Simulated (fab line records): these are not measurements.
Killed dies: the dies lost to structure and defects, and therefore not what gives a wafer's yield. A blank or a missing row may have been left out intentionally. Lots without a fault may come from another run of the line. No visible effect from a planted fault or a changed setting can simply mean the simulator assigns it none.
Code-filled problem report in 8D (eight disciplines) form    flow gf180mcu    the parts of the form that need people (team, actions taken, sign-off) are left out

== 1. THE ISSUE ==
Wafers free of any fault read 1452 nm (standard deviation 19) for V5_CVD_02_THK at GF_V5_THK_MEAS_03, against a mean of 1610 nm on 2 wafers of 2 lots. That is +8.3 standard deviations from the usual mean.
First seen on wafer L927.3, day 30 21:59, on film-metro-01. At this step, 36 wafers from 12 lots have a number in the record. Rule for "out", or "out of limits": more than 4 standard deviations from the usual mean. All remaining wafers that have a number are taken as sound.

== 2. WHAT IT IS AND WHAT IT IS NOT ==
question                     is                            is not
which readings at this step  V5_CVD_02_THK                 -
which lots                   L927, L928                    L914, L915, L916, L917, L920, L921, L926, L931, L933, L935
which wafers of those lots   L927.3, L928.5                L927.4, L927.6, L928.2, L928.6
read on which gauges         film-metro-01, film-metro-02  film-metro-04
when                         from day 30 21:59             up to then (23 sound wafers); but 11 sound wafers of L928, L931, L933, L935 came after

== 3. SUSPECTS, AND WHAT RULES EACH OUT ==
Counting: a tool at a process step up to the reading stays a suspect if it ran every lot that is out. Sound lots after the first of them don't rule it out here, since some wafers of a struck lot are sound.
- the gauge at GF_V5_THK_MEAS_03: ruled out. The wafers that are out were read on 2 gauges (film-metro-01, film-metro-02).
- pecvd-04 at GF_V5_CVD_02 (deposits SiO2 from TEOS, target thk 1450 nm, time 163.28 s): kept. It ran every lot that is out, first L927 (day 30 21:52); its last sound lot up to then is L926 (day 30 09:32).
After counting, what remains is pecvd-04 at GF_V5_CVD_02.

== 4. THE CAUSE (what the simulator had put in) ==
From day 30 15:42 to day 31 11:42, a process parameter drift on pecvd-04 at GF_V5_CVD_02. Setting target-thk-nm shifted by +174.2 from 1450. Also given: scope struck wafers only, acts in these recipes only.
Counting left only this tool.

== 5. SEQUENCE OF EFFECTS, ordered by route ==
One row per reading whose mean, taken over the struck wafers that have a number, lies over 3 standard deviations from the usual. Only readings whose record carries a usual standard deviation are examined. hours: median over the lots of the time between each lot's start at the first step of this table that gives one and its start at this step. sigmas: the change, counted in usual standard deviations.
hours  step               reading        usual    on struck wafers  change  sigmas
0      GF_V5_THK_MEAS_03  V5_CVD_02_THK  1452 nm  1610              +158    +8.3
Later steps that measure or inspect, where all struck wafers having a row at the step show a number for every such reading and not one has moved that far: GF_V5_CD_MEAS_14.

== 6. HOW IT WOULD HAVE BEEN CAUGHT EARLIER ==
Counted from the fault's start at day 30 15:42, it took 6 hours until the first out-of-limits reading at a measuring or inspecting step in this record, taken at day 30 21:59.
Tool readings at GF_V5_CVD_02 with a usual standard deviation given in the record: none out on any struck wafer, hence no alarm at a limit of 4 standard deviations on them.
Among the 2 lots that are out, L928 began GF_V5_CVD_02 on pecvd-04 after day 30 21:59. Had the tool been put on hold then, it would have been spared.
